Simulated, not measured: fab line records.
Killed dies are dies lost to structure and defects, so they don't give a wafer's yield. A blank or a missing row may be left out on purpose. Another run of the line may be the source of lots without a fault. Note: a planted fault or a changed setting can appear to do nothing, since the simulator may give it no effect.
Which tool is to blame?    flow gf180mcu    72 wafers from 24 lots sampled at 5 of the route's 602 steps

## WHAT EACH GAUGE READ, for each wafer
GF_STI_THK_MEAS_04. Usual: STI_CVD_03_THK typically reads 207.4 nm, with standard deviation 1.8.
lot   measured     on             STI_CVD_03_THK (nm)  flag
L074  day 1 13:34  film_metro-02  210.6 210.8 210.4    
L075  day 1 19:33  film_metro-03  210.1 209.1 211.1    
L076  day 2 00:33  film_metro-02  204.7 204.7 206.0    
L077  day 2 05:23  film_metro-01  205.9 205.4 206.8    
L078  day 2 10:22  film_metro-03  207.3 206.1 209.1    
L079  day 2 14:52  film_metro-01  208.7 208.6 209.1    
L080  day 2 19:52  film_metro-03  205.1 207.2 203.1    
L081  day 3 00:34  film_metro-02  210.3 210.0 209.8    
L082  day 3 07:23  film_metro-02  208.8 208.7 210.1    
L083  day 3 10:34  film_metro-03  209.2 207.7 208.4    
L084  day 3 15:34  film_metro-03  206.7 207.4 204.0    
L085  day 3 20:47  film_metro-03  207.2 207.4 209.1    
L086  day 4 01:34  film_metro-03  207.6 210.1 209.6    
L087  day 4 06:34  film_metro-01  205.7 206.3 207.6    
L088  day 4 12:33  film_metro-03  208.1 208.5 208.7    
L089  day 4 16:43  film_metro-02  206.9 206.2 206.8    
L090  day 4 22:01  film_metro-01  206.4 205.2 205.7    
L091  day 5 02:34  film_metro-01  205.9 205.3 204.6    
L092  day 5 07:35  film_metro-03  206.5 205.9 205.8    
L093  day 5 12:34  film_metro-03  206.4 206.0 204.9    
L094  day 5 17:34  film_metro-01  207.0 207.9 207.1    
L095  day 5 22:38  film_metro-02  208.3 208.2 209.3    
L096  day 6 04:08  film_metro-02  207.4 208.2 209.3    
L097  day 6 08:35  film_metro-02  204.8 204.0 204.0    

GF_LVPWELL_OVL_MEAS_07. Usual: LVPWELL_OVL typically reads 0.4 nm, with standard deviation 1.5.
lot   measured     on          LVPWELL_OVL (nm)  flag
L074  day 4 05:19  overlay-01  2.2 2.7 1.7       
L075  day 4 13:46  overlay-02  -1.7 -1.4 0.5     
L076  day 4 17:07  overlay-01  -0.8 -0.5 0.5     
L077  day 4 23:07  overlay-02  -2.1 0.7 -0.1     
L078  day 5 07:40  overlay-02  1.5 0.7 2.4       
L079  day 5 11:07  overlay-02  1.9 1.3 -0.2      
L080  day 5 17:01  overlay-01  0.8 -2.7 0.3      
L081  day 5 21:49  overlay-01  -0.6 0.5 0.8      
L082  day 6 05:22  overlay-02  1.6 -1.7 1.6      
L083  day 6 09:13  overlay-02  -0.2 -0.6 -0.9    
L084  day 6 15:55  overlay-01  0.1 0.9 -0.2      
L085  day 6 23:40  overlay-01  2.6 2.2 0.0       
L086  day 7 05:07  overlay-01  4.5 4.2 2.5       
L087  day 7 09:40  overlay-02  -2.1 -1.8 -3.3    
L088  day 7 16:25  overlay-02  -0.2 1.5 -0.3     
L089  day 7 19:52  overlay-02  -0.1 -0.6 0.2     
L090  day 8 02:13  overlay-01  0.9 1.6 1.1       
L091  day 8 06:34  overlay-02  0.9 -0.6 -0.7     
L092  day 8 12:01  overlay-02  -0.5 -0.3 -1.1    
L093  day 8 15:49  overlay-01  1.0 1.0 0.8       
L094  day 8 22:04  overlay-01  1.1 2.4 2.9       
L095  day 9 01:46  overlay-01  -1.3 0.0 -0.1     
L096  day 9 09:07  overlay-01  -0.8 0.6 -0.5     
L097  day 9 13:16  overlay-02  -0.6 0.3 0.2      

GF_VT_IMPLANT_OVL_MEAS_07. Usual: VT_IMPLANT_OVL typically reads -0.5 nm, with standard deviation 1.4.
lot   measured      on          VT_IMPLANT_OVL (nm)  flag
L074  day 6 07:40   overlay-02  -0.6 1.2 0.7         
L075  day 6 18:28   overlay-02  0.2 0.6 0.0          
L076  day 6 22:07   overlay-01  0.8 1.2 0.7          
L077  day 7 06:04   overlay-01  -1.0 -0.6 0.4        
L078  day 7 14:43   overlay-01  1.0 -1.9 -2.5        
L079  day 7 17:50   overlay-01  -1.8 0.2 -0.4        
L080  day 8 00:01   overlay-01  -0.2 -0.7 0.6        
L081  day 8 04:05   overlay-01  -0.1 0.6 0.3         
L082  day 8 12:01   overlay-01  -0.6 0.5 0.1         
L083  day 8 15:16   overlay-01  -2.1 1.4 -0.6        
L084  day 8 22:55   overlay-02  -2.7 -4.5 -2.3       
L085  day 9 05:08   overlay-02  -1.7 -3.6 -3.1       
L086  day 9 10:32   overlay-02  -1.0 0.7 0.8         
L087  day 9 15:37   overlay-01  -2.4 -1.7 -0.1       
L088  day 9 22:55   overlay-01  0.2 0.5 0.1          
L089  day 10 01:25  overlay-01  0.6 0.0 -0.2         
L090  day 10 08:46  overlay-01  -0.1 0.9 1.0         
L091  day 10 14:01  overlay-02  -2.9 -1.6 -2.1       
L092  day 10 19:08  overlay-02  -0.8 -2.0 -1.1       
L093  day 10 23:26  overlay-01  -2.7 -2.3 -1.1       
L094  day 11 06:07  overlay-02  -1.3 0.6 -1.4        
L095  day 11 10:02  overlay-02  -0.7 0.5 1.6         
L096  day 11 18:25  overlay-02  -0.4 -0.2 -0.5       
L097  day 11 22:14  overlay-01  0.4 2.2 1.2          

GF_HV_LDD_OVL_MEAS_32. Usual: HV_LDD_02_OVL typically reads 0.8 nm, with standard deviation 1.3.
lot   measured      on          HV_LDD_02_OVL (nm)  flag
L074  day 12 22:46  overlay-02  -0.2 -2.8 0.1       
L075  day 13 09:11  overlay-01  0.7 1.6 0.6         
L076  day 13 13:02  overlay-02  3.0 1.2 2.9         
L077  day 14 02:57  overlay-01  1.8 1.5 1.1         
L078  day 14 10:05  overlay-02  0.0 0.1 0.3         
L079  day 14 17:39  overlay-01  3.7 1.8 3.3         
L080  day 14 22:20  overlay-02  0.9 -0.4 0.8        
L081  day 15 04:14  overlay-02  1.2 -0.3 0.8        
L082  day 15 13:22  overlay-02  0.4 0.9 0.7         
L083  day 15 18:23  overlay-02  1.1 1.0 1.6         
L084  day 16 00:07  overlay-01  2.9 2.9 0.3         
L085  day 16 06:53  overlay-01  0.8 1.1 0.6         
L086  day 16 21:17  overlay-01  1.9 1.8 2.7         
L087  day 17 02:44  overlay-01  0.6 1.7 0.6         
L088  day 17 06:22  overlay-01  0.9 1.6 1.2         
L089  day 17 14:46  overlay-02  1.3 0.0 -0.3        
L090  day 18 00:23  overlay-01  1.8 2.2 2.0         
L091  day 18 08:14  overlay-01  0.3 0.5 0.5         
L092  day 18 20:53  overlay-02  -1.4 1.0 -1.2       
L093  day 18 23:30  overlay-02  -1.1 -0.8 0.4       
L094  day 19 03:35  overlay-01  2.5 2.2 0.4         
L095  day 19 09:17  overlay-01  0.3 0.3 1.4         
L096  day 20 00:11  overlay-01  0.5 0.3 1.0         
L097  day 20 01:12  overlay-01  -3.1 1.5 -3.1       

GF_NSD_CD_MEAS_07 targets a cd of 400 nm. Usual: cd_nm at 400.1 nm, with a standard deviation of 2.1.
lot   measured      on         cd_nm (nm)         flag
L074  day 14 21:49  cd_sem-01  397.4 399.1 399.2  
L075  day 15 09:07  cd_sem-01  396.9 395.3 396.9  
L076  day 15 12:51  cd_sem-02  402.4 400.4 403.3  
L077  day 16 01:17  cd_sem-01  398.8 397.7 397.5  
L078  day 16 10:53  cd_sem-02  395.7 398.7 396.7  
L079  day 16 19:46  cd_sem-01  400.5 398.0 398.6  
L080  day 17 00:07  cd_sem-02  400.5 400.3 402.0  
L081  day 17 05:50  cd_sem-02  399.8 399.1 400.0  
L082  day 17 16:01  cd_sem-02  401.3 402.7 401.6  
L083  day 17 21:50  cd_sem-01  403.3 403.9 404.8  
L084  day 18 04:30  cd_sem-01  399.3 401.1 400.7  
L085  day 18 11:47  cd_sem-02  401.0 402.0 399.1  
L086  day 19 03:05  cd_sem-02  398.7 398.4 399.4  
L087  day 19 08:07  cd_sem-01  397.8 398.5 398.0  
L088  day 19 13:22  cd_sem-01  401.7 398.8 401.6  
L089  day 19 20:58  cd_sem-01  400.4 402.6 402.8  
L090  day 20 07:43  cd_sem-02  399.3 400.3 402.0  
L091  day 20 15:18  cd_sem-01  400.8 402.4 405.0  
L092  day 21 03:53  cd_sem-02  398.7 398.6 401.0  
L093  day 21 06:32  cd_sem-01  403.3 403.3 402.5  
L094  day 21 10:38  cd_sem-01  399.2 399.2 398.8  
L095  day 21 19:08  cd_sem-02  398.4 397.1 398.5  
L096  day 22 04:58  cd_sem-01  403.9 404.4 404.0  
L097  day 22 05:23  cd_sem-02  399.8 402.5 402.5  

## WHICH TOOL RAN EACH LOT (tool, then ch and the chambers of the sampled wafers, then the start)
There is no process step in the record ahead of these readings.

## WHAT THE TOOLS THEMSELVES READ (means of the sampled wafers that have a number; where no wafer has one, the mark that the record gives instead)
The record holds no such reading with a usual standard deviation.

## THE ANSWER, worked out from the rows above alone
Rule: take the mean of a lot's wafers that have a number; if it is more than 3 standard deviations from the usual mean, the lot is off. Also off: a lot with no number at a reading for which 4 or more lots have one. Any other lot the step has rows for is counted as sound. Order of review: gauges by route order, followed by the tools' own readings, for which a lot's mean as printed above is used. The first step at which some lot is off is used, and at that step the reading that is off furthest; a lot without a number counts as furthest.
None of the lots is off at any reading shown; this tells nothing.

## WHAT THE SIMULATOR HAD PUT IN
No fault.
